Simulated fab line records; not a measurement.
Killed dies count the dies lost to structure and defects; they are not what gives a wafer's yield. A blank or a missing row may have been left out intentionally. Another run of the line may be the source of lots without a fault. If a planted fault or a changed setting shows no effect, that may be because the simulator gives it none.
Matching of chambers / flow gf180mcu / GF_CONTACT_CMP_04 on cmp-02 has 4 sister chambers
The step polishes SiO2. 4 wafers are shown with their chamber, then 9 later ones without.

WAFERS, EACH WITH ITS CHAMBER
wafer=L962.1; chamber=0; motor current A (A)=12.3
wafer=L971.1; chamber=1; motor current A (A)=10.7
wafer=L971.3; chamber=2; motor current A (A)=14.1
wafer=L971.4; chamber=3; motor current A (A)=14.2

WAFERS MISSING THEIR CHAMBER
wafer=L972.2; motor current A (A)=11.2
wafer=L972.4; motor current A (A)=12.9
wafer=L972.6; motor current A (A)=14.3
wafer=L974.1; motor current A (A)=14.7
wafer=L974.5; motor current A (A)=14.5
wafer=L974.6; motor current A (A)=11.5
wafer=L978.3; motor current A (A)=13.4
wafer=L978.4; motor current A (A)=10.4
wafer=L978.6; motor current A (A)=12.8

WHICH CHAMBER EACH WENT THROUGH
wafer=L972.2; from the rows above=can't be placed: 1 or 0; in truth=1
wafer=L972.4; from the rows above=can't be placed: 0 or 2 or 3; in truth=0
wafer=L972.6; from the rows above=can't be placed: 3 or 2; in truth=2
wafer=L974.1; from the rows above=can't be placed: 3 or 2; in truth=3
wafer=L974.5; from the rows above=can't be placed: 3 or 2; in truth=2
wafer=L974.6; from the rows above=can't be placed: 0 or 1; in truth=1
wafer=L978.3; from the rows above=can't be placed: 2 or 3 or 0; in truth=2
wafer=L978.4; from the rows above=1; in truth=1
wafer=L978.6; from the rows above=can't be placed: 0 or 2 or 3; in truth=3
Correctly placed: 1 of 9. Unplaceable from these rows: 8, with the true chamber sitting among the candidates in 8. Number placed wrongly: 0.
How it was worked out, from the rows above alone: a wafer's distance from a chamber is the root of the sum, over the readings, of the square of ((its reading less the chamber's mean) divided by the reading's scatter). The wafer belongs to the nearest chamber; if the next one is less than 2 further off, it can't be placed. A chamber's mean is the mean of its shown wafers. The scatter: root of mean squared gap, hidden wafer to nearest shown wafer, with one shown wafer a chamber.
